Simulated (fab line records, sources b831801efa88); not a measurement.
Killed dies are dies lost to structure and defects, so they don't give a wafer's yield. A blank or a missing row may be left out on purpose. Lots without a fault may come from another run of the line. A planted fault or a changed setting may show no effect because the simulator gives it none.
Which tool did it? | flow sky130 | 13 lots, 39 wafers sampled, at 3 steps of a route of 708

WHAT THE GAUGES READ, wafer by wafer
SKY_FIELD_ISO_THK_MEAS_25. Usual: FIELD_ISO_CVD_24_THK 595 nm, standard deviation 5.7.
lot  | measured    | on            | FIELD_ISO_CVD_24_THK (nm) | flag
L614 | day 2 14:05 | film_metro-03 | 596 599 596               |
L615 | day 2 22:45 | film_metro-03 | 595 595 595               |
L616 | day 3 06:23 | film_metro-03 | 589 596 592               |
L617 | day 3 06:23 | film_metro-04 | 589 587 586               |
L618 | day 3 11:43 | film_metro-02 | 599 589 598               |
L619 | day 3 21:41 | film_metro-02 | 597 600 594               |
L621 | day 4 04:49 | film_metro-02 | 605 603 606               |
L625 | day 5 00:36 | film_metro-04 | 590 583 593               |
L624 | day 5 00:38 | film_metro-03 | 593 586 592               |
L627 | day 5 09:59 | film_metro-04 | 597 595 596               |
L628 | day 5 15:25 | film_metro-04 | 597 591 590               |
L634 | day 6 22:47 | film_metro-04 | 607 603 599               |
L636 | day 7 09:44 | film_metro-02 | 587 586 597               |

SKY_POLY_GATE_THK_MEAS_21. Usual: POLY_GATE_OXIDATION_THK 4.04 nm, standard deviation 0.085.
lot  | measured     | on            | POLY_GATE_OXIDATION_THK (nm) | flag
L614 | day 16 21:02 | film_metro-01 | 3.88 4.03 3.95               |
L615 | day 17 18:33 | film_metro-03 | 3.99 4.04 3.98               |
L616 | day 18 02:10 | film_metro-01 | 3.91 3.89 3.98               |
L617 | day 17 18:32 | film_metro-01 | 3.95 3.98 3.97               |
L618 | day 18 20:30 | film_metro-03 | 4.01 3.98 3.90               |
L619 | day 19 11:11 | film_metro-03 | 3.92 4.03 3.89               |
L621 | day 19 17:25 | film_metro-01 | 3.97 4.02 4.00               |
L625 | day 22 08:20 | film_metro-02 | 4.19 4.22 4.16               |
L624 | day 22 08:50 | film_metro-03 | 4.13 4.07 4.10               |
L627 | day 22 09:35 | film_metro-03 | 3.96 3.96 3.95               |
L628 | day 22 12:05 | film_metro-02 | 4.04 4.07 4.09               |
L634 | day 23 23:59 | film_metro-02 | 4.07 4.06 4.06               |
L636 | day 24 23:57 | film_metro-03 | 3.97 4.05 4.03               |

WHICH TOOL RAN EACH LOT (tool, then ch and the chambers of the sampled wafers, then the start)
lot  | SKY_VT_ADJUST_PCH_STRIP_09
L614 | plasma_asher-03 ch 0,1, day 10 18:49
L615 | plasma_asher-02 ch 0,1, day 11 13:05
L616 | plasma_asher-03 ch 0, day 11 17:04
L617 | plasma_asher-03 ch 0, day 11 15:49
L618 | plasma_asher-03 ch 0, day 12 09:04
L619 | plasma_asher-02 ch 1, day 12 23:15
L621 | plasma_asher-03 ch 0,1, day 13 06:12
L625 | plasma_asher-01 ch 1, day 14 07:13
L624 | plasma_asher-03 ch 0,1, day 14 08:31
L627 | plasma_asher-01 ch 0,1, day 15 00:24
L628 | plasma_asher-03 ch 0,1, day 15 05:34
L634 | plasma_asher-01 ch 0,1, day 17 01:57
L636 | plasma_asher-02 ch 0,1, day 18 03:06
- SKY_VT_ADJUST_PCH_STRIP_09: strips in O2/N2.

WHAT THE TOOLS THEMSELVES READ (means of the sampled wafers that have a number; where no wafer has one, the mark that the record gives instead)
SKY_VT_ADJUST_PCH_STRIP_09. Usual: drypump_motor_current_A 5.5 A, standard deviation 0.35; oes_product_au 0.722 a.u., standard deviation 0.0046; strip_time_to_endpoint_s 36.91 s, standard deviation 0.12.
lot  | tool            | drypump_motor_current_A (A) | oes_product_au (a.u.) | strip_time_to_endpoint_s (s) | flag
L614 | plasma_asher-03 | 5.5                         | 0.718                 | 36.81                        |
L615 | plasma_asher-02 | 5.2                         | 0.720                 | 36.76                        |
L616 | plasma_asher-03 | 5.3                         | 0.723                 | 36.86                        |
L617 | plasma_asher-03 | 5.3                         | 0.723                 | 36.93                        |
L618 | plasma_asher-03 | 5.3                         | 0.723                 | 37.03                        |
L619 | plasma_asher-02 | 5.4                         | 0.721                 | 36.91                        |
L621 | plasma_asher-03 | 5.5                         | 0.722                 | 36.84                        |
L625 | plasma_asher-01 | 4.9                         | 0.720                 | 37.00                        |
L624 | plasma_asher-03 | 5.5                         | 0.720                 | 37.09                        |
L627 | plasma_asher-01 | 5.5                         | 0.719                 | 36.95                        |
L628 | plasma_asher-03 | 5.5                         | 0.723                 | 36.79                        |
L634 | plasma_asher-01 | 5.2                         | 0.727                 | 36.85                        |
L636 | plasma_asher-02 | 5.2                         | 0.725                 | 36.99                        |

THE ANSWER, worked out from the rows above alone
Rule: a lot is off if the mean of its wafers that have a number lies more than 3 standard deviations from the usual mean. A lot without any number at a reading at which 4 lots or more have one is off too. The other lots that the step has rows for count as sound. The gauges are gone through in route order, then the tools' own readings, and for those a lot's mean is taken as printed above. The first step at which some lot is off is used, and at that step the reading that is off furthest; a lot without a number counts as furthest.
No lot is off at any reading shown: from this, nothing can be told.

WHAT THE SIMULATOR HAD PUT IN
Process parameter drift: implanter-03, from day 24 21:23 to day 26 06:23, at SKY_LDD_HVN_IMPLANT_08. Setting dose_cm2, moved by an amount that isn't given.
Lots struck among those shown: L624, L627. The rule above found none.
